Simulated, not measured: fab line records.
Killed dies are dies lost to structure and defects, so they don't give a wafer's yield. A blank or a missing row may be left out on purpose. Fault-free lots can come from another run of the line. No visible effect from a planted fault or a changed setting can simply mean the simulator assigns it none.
Which of the tools did it? / flow sky130 / 33 wafers from 11 lots sampled at 5 of the route's 708 steps

== WHAT EACH GAUGE READ, for each wafer ==
SKY_VIA4_THK_MEAS_01. Usual: VIA4_HDPCVD_THK 1748 nm, standard deviation 20.
lot=L839; measured=day 42 00:58; on=film-metro-04; VIA4_HDPCVD_THK (nm)=1707 1738 1713; flag=
lot=L841; measured=day 42 07:23; on=film-metro-04; VIA4_HDPCVD_THK (nm)=1740 1711 1708; flag=
lot=L844; measured=day 43 07:35; on=film-metro-03; VIA4_HDPCVD_THK (nm)=1704 1744 1720; flag=
lot=L845; measured=day 43 11:48; on=film-metro-04; VIA4_HDPCVD_THK (nm)=1754 1755 1721; flag=
lot=L846; measured=day 44 01:17; on=film-metro-01; VIA4_HDPCVD_THK (nm)=1718 1727 1738; flag=
lot=L848; measured=day 44 18:07; on=film-metro-04; VIA4_HDPCVD_THK (nm)=1748 1753 1734; flag=
lot=L849; measured=day 44 18:10; on=film-metro-01; VIA4_HDPCVD_THK (nm)=1728 1745 1720; flag=
lot=L850; measured=day 44 20:18; on=film-metro-04; VIA4_HDPCVD_THK (nm)=1741 1782 1751; flag=
lot=L851; measured=day 44 21:02; on=film-metro-04; VIA4_HDPCVD_THK (nm)=1728 1741 1721; flag=
lot=L854; measured=day 46 00:05; on=film-metro-04; VIA4_HDPCVD_THK (nm)=1753 2098 1775; flag=OFF
lot=L861; measured=day 47 11:08; on=film-metro-04; VIA4_HDPCVD_THK (nm)=1754 1756 1739; flag=

== TOOL THAT RAN EACH LOT (tool first, then ch and the chambers of the sampled wafers, then the start) ==
lot=L839; SKY_METAL1_STRIP_20=plasma-asher-03 ch 0,1, day 32 23:07; SKY_VIA1_CMP_02=cmp-01 ch 1,2,3, day 33 00:02; SKY_VIA1_ETCH_14=rie-diel-03 ch 0,1,2, day 34 04:31; SKY_VIA4_HDPCVD_00=hdpcvd-01 ch 1,2, day 42 00:47
lot=L841; SKY_METAL1_STRIP_20=plasma-asher-02 ch 0,1, day 33 07:24; SKY_VIA1_CMP_02=cmp-02 ch 0,3, day 33 08:14; SKY_VIA1_ETCH_14=rie-diel-03 ch 1,2,3, day 34 11:07; SKY_VIA4_HDPCVD_00=hdpcvd-02 ch 0,1,2, day 42 07:16
lot=L844; SKY_METAL1_STRIP_20=plasma-asher-03 ch 0,1, day 34 11:50; SKY_VIA1_CMP_02=cmp-02 ch 1,2,3, day 34 12:51; SKY_VIA1_ETCH_14=rie-diel-01 ch 1,2,3, day 35 15:13; SKY_VIA4_HDPCVD_00=hdpcvd-01 ch 1,2, day 43 07:25
lot=L845; SKY_METAL1_STRIP_20=plasma-asher-04 ch 0,1, day 34 15:45; SKY_VIA1_CMP_02=cmp-02 ch 0,1,3, day 34 16:35; SKY_VIA1_ETCH_14=rie-diel-04 ch 1,3, day 35 19:52; SKY_VIA4_HDPCVD_00=hdpcvd-02 ch 0,1, day 43 11:36
lot=L846; SKY_METAL1_STRIP_20=plasma-asher-02 ch 0, day 35 08:06; SKY_VIA1_CMP_02=cmp-02 ch 0,2, day 35 08:52; SKY_VIA1_ETCH_14=rie-diel-01 ch 0,2, day 36 11:43; SKY_VIA4_HDPCVD_00=hdpcvd-02 ch 0,1,2, day 44 01:06
lot=L848; SKY_METAL1_STRIP_20=plasma-asher-03 ch 0,1, day 36 01:09; SKY_VIA1_CMP_02=cmp-02 ch 2,3, day 36 01:58; SKY_VIA1_ETCH_14=rie-diel-01 ch 0,2,3, day 37 04:43; SKY_VIA4_HDPCVD_00=hdpcvd-02 ch 0,2, day 44 17:56
lot=L849; SKY_METAL1_STRIP_20=plasma-asher-02 ch 0,1, day 36 01:30; SKY_VIA1_CMP_02=cmp-02 ch 0,1,2, day 36 02:16; SKY_VIA1_ETCH_14=rie-diel-01 ch 0,2,3, day 37 05:25; SKY_VIA4_HDPCVD_00=hdpcvd-01 ch 0,1,2, day 44 17:59
lot=L850; SKY_METAL1_STRIP_20=plasma-asher-04 ch 1, day 36 04:22; SKY_VIA1_CMP_02=cmp-01 ch 0,1,2, day 36 06:57; SKY_VIA1_ETCH_14=rie-diel-03 ch 1,3, day 37 09:53; SKY_VIA4_HDPCVD_00=hdpcvd-01 ch 1,2, day 44 20:07
lot=L851; SKY_METAL1_STRIP_20=plasma-asher-03 ch 0,1, day 36 09:43; SKY_VIA1_CMP_02=cmp-02 ch 0,1, day 36 10:29; SKY_VIA1_ETCH_14=rie-diel-03 ch 2,3, day 37 12:19; SKY_VIA4_HDPCVD_00=hdpcvd-02 ch 0,1, day 44 20:51
lot=L854; SKY_METAL1_STRIP_20=plasma-asher-03 ch 1, day 37 14:09; SKY_VIA1_CMP_02=cmp-01 ch 1,3, day 37 14:55; SKY_VIA1_ETCH_14=rie-diel-03 ch 0,2, day 38 18:04; SKY_VIA4_HDPCVD_00=hdpcvd-02 ch 0,1,2, day 45 23:54
lot=L861; SKY_METAL1_STRIP_20=plasma-asher-03 ch 1, day 39 08:48; SKY_VIA1_CMP_02=cmp-02 ch 1,3, day 39 09:34; SKY_VIA1_ETCH_14=rie-diel-03 ch 0,1, day 40 09:56; SKY_VIA4_HDPCVD_00=hdpcvd-01 ch 0,1,2, day 47 10:58
- SKY_METAL1_STRIP_20: strips in O2/N2.
- SKY_VIA1_CMP_02: polishes SiO2.
- SKY_VIA1_ETCH_14: etches BARC in N2/H2, stops on SiO2, time 45.9 s, target depth 60 nm.
- SKY_VIA4_HDPCVD_00: deposits SiO2, target thk 1750 nm, time 291.7 s.

== WHAT THE TOOLS THEMSELVES READ (means of the sampled wafers that have a number; where no wafer has one, the mark that the record gives instead) ==
SKY_METAL1_STRIP_20. Usual: drypump-motor-current-A 5.9 A, standard deviation 0.57; oes-product-au 0.343 a.u., standard deviation 0.0052; strip-time-to-endpoint-s 2.73 s, standard deviation 0.051.
lot=L839; tool=plasma-asher-03; drypump-motor-current-A (A)=6.2; oes-product-au (a.u.)=0.341; strip-time-to-endpoint-s (s)=2.71; flag=
lot=L841; tool=plasma-asher-02; drypump-motor-current-A (A)=5.2; oes-product-au (a.u.)=0.344; strip-time-to-endpoint-s (s)=2.74; flag=
lot=L844; tool=plasma-asher-03; drypump-motor-current-A (A)=6.1; oes-product-au (a.u.)=0.338; strip-time-to-endpoint-s (s)=2.66; flag=
lot=L845; tool=plasma-asher-04; drypump-motor-current-A (A)=6.5; oes-product-au (a.u.)=0.342; strip-time-to-endpoint-s (s)=2.71; flag=
lot=L846; tool=plasma-asher-02; drypump-motor-current-A (A)=5.0; oes-product-au (a.u.)=0.342; strip-time-to-endpoint-s (s)=2.68; flag=
lot=L848; tool=plasma-asher-03; drypump-motor-current-A (A)=6.1; oes-product-au (a.u.)=0.342; strip-time-to-endpoint-s (s)=2.76; flag=
lot=L849; tool=plasma-asher-02; drypump-motor-current-A (A)=5.2; oes-product-au (a.u.)=0.345; strip-time-to-endpoint-s (s)=2.74; flag=
lot=L850; tool=plasma-asher-04; drypump-motor-current-A (A)=6.6; oes-product-au (a.u.)=0.346; strip-time-to-endpoint-s (s)=2.76; flag=
lot=L851; tool=plasma-asher-03; drypump-motor-current-A (A)=6.1; oes-product-au (a.u.)=0.342; strip-time-to-endpoint-s (s)=2.70; flag=
lot=L854; tool=plasma-asher-03; drypump-motor-current-A (A)=6.2; oes-product-au (a.u.)=0.343; strip-time-to-endpoint-s (s)=2.74; flag=
lot=L861; tool=plasma-asher-03; drypump-motor-current-A (A)=6.2; oes-product-au (a.u.)=0.340; strip-time-to-endpoint-s (s)=2.67; flag=

SKY_VIA1_CMP_02. Usual: motor-current-A reads 12.0 A (standard deviation 0.99).
lot=L839; tool=cmp-01; motor-current-A (A)=11.2; flag=
lot=L841; tool=cmp-02; motor-current-A (A)=12.9; flag=
lot=L844; tool=cmp-02; motor-current-A (A)=12.1; flag=
lot=L845; tool=cmp-02; motor-current-A (A)=12.8; flag=
lot=L846; tool=cmp-02; motor-current-A (A)=11.6; flag=
lot=L848; tool=cmp-02; motor-current-A (A)=12.3; flag=
lot=L849; tool=cmp-02; motor-current-A (A)=11.8; flag=
lot=L850; tool=cmp-01; motor-current-A (A)=11.2; flag=
lot=L851; tool=cmp-02; motor-current-A (A)=12.4; flag=
lot=L854; tool=cmp-01; motor-current-A (A)=11.1; flag=
lot=L861; tool=cmp-02; motor-current-A (A)=12.8; flag=

SKY_VIA1_ETCH_14. Usual: drypump-motor-current-A 5.9 A, standard deviation 0.37; oes-product-au 0.854 a.u., standard deviation 0.005; throttle-valve-pct 13.226 %, standard deviation 0.0088.
lot=L839; tool=rie-diel-03; drypump-motor-current-A (A)=6.1; oes-product-au (a.u.)=0.854; throttle-valve-pct (%)=13.218; flag=
lot=L841; tool=rie-diel-03; drypump-motor-current-A (A)=6.0; oes-product-au (a.u.)=0.857; throttle-valve-pct (%)=13.236; flag=
lot=L844; tool=rie-diel-01; drypump-motor-current-A (A)=5.4; oes-product-au (a.u.)=0.857; throttle-valve-pct (%)=13.228; flag=
lot=L845; tool=rie-diel-04; drypump-motor-current-A (A)=6.2; oes-product-au (a.u.)=0.847; throttle-valve-pct (%)=13.230; flag=
lot=L846; tool=rie-diel-01; drypump-motor-current-A (A)=5.8; oes-product-au (a.u.)=0.849; throttle-valve-pct (%)=13.230; flag=
lot=L848; tool=rie-diel-01; drypump-motor-current-A (A)=5.6; oes-product-au (a.u.)=0.857; throttle-valve-pct (%)=13.222; flag=
lot=L849; tool=rie-diel-01; drypump-motor-current-A (A)=5.6; oes-product-au (a.u.)=0.853; throttle-valve-pct (%)=13.213; flag=
lot=L850; tool=rie-diel-03; drypump-motor-current-A (A)=5.8; oes-product-au (a.u.)=0.851; throttle-valve-pct (%)=13.232; flag=
lot=L851; tool=rie-diel-03; drypump-motor-current-A (A)=6.1; oes-product-au (a.u.)=0.848; throttle-valve-pct (%)=13.227; flag=
lot=L854; tool=rie-diel-03; drypump-motor-current-A (A)=6.3; oes-product-au (a.u.)=0.853; throttle-valve-pct (%)=13.228; flag=
lot=L861; tool=rie-diel-03; drypump-motor-current-A (A)=5.8; oes-product-au (a.u.)=0.851; throttle-valve-pct (%)=13.222; flag=

SKY_VIA4_HDPCVD_00. Usual: sih4-flow-sccm reads 59.99 sccm (standard deviation 0.19).
lot=L839; tool=hdpcvd-01; sih4-flow-sccm (sccm)=59.87; flag=
lot=L841; tool=hdpcvd-02; sih4-flow-sccm (sccm)=60.10; flag=
lot=L844; tool=hdpcvd-01; sih4-flow-sccm (sccm)=60.16; flag=
lot=L845; tool=hdpcvd-02; sih4-flow-sccm (sccm)=59.84; flag=
lot=L846; tool=hdpcvd-02; sih4-flow-sccm (sccm)=59.97; flag=
lot=L848; tool=hdpcvd-02; sih4-flow-sccm (sccm)=60.02; flag=
lot=L849; tool=hdpcvd-01; sih4-flow-sccm (sccm)=60.05; flag=
lot=L850; tool=hdpcvd-01; sih4-flow-sccm (sccm)=59.99; flag=
lot=L851; tool=hdpcvd-02; sih4-flow-sccm (sccm)=60.11; flag=
lot=L854; tool=hdpcvd-02; sih4-flow-sccm (sccm)=63.94; flag=OFF
lot=L861; tool=hdpcvd-01; sih4-flow-sccm (sccm)=59.96; flag=

== THE ANSWER, worked out from the rows above alone ==
Rule: a lot counts as off when the mean over its wafers that have a number is more than 3 standard deviations away from the usual mean. A lot without any number at a reading at which 4 lots or more have one is off too. The other lots that the step has rows for count as sound. Order of review: gauges by route order, followed by the tools' own readings, for which a lot's mean as printed above is used. At the first step where some lot is off, the reading lying furthest off is the one used; lots without a number count as furthest.
Off: L854, at SKY_VIA4_THK_MEAS_01 (VIA4_HDPCVD_THK).
If a tool, at a process step before that reading, ran all the lots that are off and no sound lot after the first of them, it fits. Not tried: the gauges at SKY_VIA4_THK_MEAS_01; whatever is off there is also off at SKY_VIA4_HDPCVD_00, on other tools, and gauge error can't account for it. Undecided on this evidence; 2 tools fit (cmp-01 at SKY_VIA1_CMP_02, hdpcvd-02 at SKY_VIA4_HDPCVD_00).

== WHAT THE SIMULATOR HAD INSERTED ==
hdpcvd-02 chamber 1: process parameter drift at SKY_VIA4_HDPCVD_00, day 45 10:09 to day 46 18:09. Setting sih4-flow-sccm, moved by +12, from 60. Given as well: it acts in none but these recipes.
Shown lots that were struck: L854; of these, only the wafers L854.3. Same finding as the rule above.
